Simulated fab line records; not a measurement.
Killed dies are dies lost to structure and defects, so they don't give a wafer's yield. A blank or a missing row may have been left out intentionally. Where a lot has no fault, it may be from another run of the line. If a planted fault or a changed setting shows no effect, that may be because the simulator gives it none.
Problem report, 8D (eight disciplines) form, completed by code || flow gf180mcu || the parts of the form that need people (team, actions taken, sign-off) are left out

1. THE ISSUE
Mean V3_W_RS at GF_V3_RS_MEAS_24: 0.192 ohm/sq over 3 wafers in 2 lots; fault-free wafers: 0.330 ohm/sq, standard deviation 0.0042. That puts it -33 standard deviations away from the usual mean.
The step: measures by four-point-probe.
First observed at day 28 12:23: wafer L525.6, on filmMetro-02. The record has a number at this step for 33 wafers belonging to 11 lots. The rule behind "out" and "out of limits": a value lying over 4 standard deviations away from the usual mean. Any other wafer with a number is counted as sound.

2. WHAT IT IS; WHAT IT IS NOT
{"question": "which readings at this step", "is": "V3_W_RS", "is not": "-"}
{"question": "which lots", "is": "L525, L528", "is not": "L507, L508, L510, L511, L512, L513, L517, L518, L529"}
{"question": "which wafers of those lots", "is": "L525.6, L528.1, L528.6", "is not": "L525.2, L525.5, L528.2"}
{"question": "read on which gauges", "is": "filmMetro-02, filmMetro-04", "is not": "filmMetro-01"}
{"question": "when", "is": "from day 28 12:23", "is not": "up to then (26 sound wafers); but 4 sound wafers of L528, L529 came after"}

3. THE SUSPECTS, EACH WITH WHAT RULES IT OUT
Counting: if a tool at a process step up to the reading ran every lot that is out, it stays a suspect. Sound lots after the first of them don't rule it out here, since some wafers of a struck lot are sound.
- the gauge at GF_V3_RS_MEAS_24 has been ruled out. The wafers that are out were read on 2 gauges (filmMetro-02, filmMetro-04).
- cvdW-02 at GF_V3_CVD_23 (deposits W, target thk 350 nm, time 104.9 s): kept. Every lot that is out went through it, the first being L525 (day 28 12:16); the last sound lot it ran before that was L512 (day 24 12:59).
- Within cvdW-02 at GF_V3_CVD_23, the wafers that are out were processed in chamber 0 and their sound lot-mates in chamber 1.
The count leaves cvdW-02 at GF_V3_CVD_23.

4. THE CAUSE (what the simulator had put in)
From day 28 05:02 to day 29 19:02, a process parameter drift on cvdW-02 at GF_V3_CVD_23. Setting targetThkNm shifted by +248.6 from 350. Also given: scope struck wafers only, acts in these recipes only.
This tool alone remained once counting was done.

5. THE EFFECT CHAIN, in route order
One row per reading whose mean, taken over the struck wafers that have a number, lies over 3 standard deviations from the usual. Only readings for which the record gives a usual standard deviation are gone through. hours: the time from each lot's start at the first step in this table that gives one to its start at this step, as a median over the lots. sigmas: the change in usual standard deviations.
{"hours": 0, "step": "GF_V3_RS_MEAS_24", "reading": "V3_W_RS", "usual": "0.330 ohm/sq", "on struck wafers": 0.192, "change": -0.138, "sigmas": -33}
{"hours": 0, "step": "GF_V3_CMP_26", "reading": "timeToEndpointS", "usual": "85 s", "on struck wafers": 145, "change": "+60", "sigmas": "+12"}
It contains these process steps:
- GF_V3_CMP_26: polishes, stops on SiO2, t overpolish 15 s, target thk 0 nm.
Readings that are blank on the struck wafers while sound wafers have them: V3_W_THK at GF_V3_THK_MEAS_25.

6. WHAT WOULD HAVE CAUGHT IT SOONER
In this record the first reading out of limits at a measuring or inspecting step was taken at day 28 12:23, 7 hours after the fault began at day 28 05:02.
Tool readings at GF_V3_CVD_23 with a usual standard deviation given in the record: none out on any struck wafer, hence no alarm at a limit of 4 standard deviations on them.
Of the lots that are out (2), L528 began GF_V3_CVD_23 on cvdW-02 after day 28 12:23. It would have been spared by a hold on the tool at that moment.
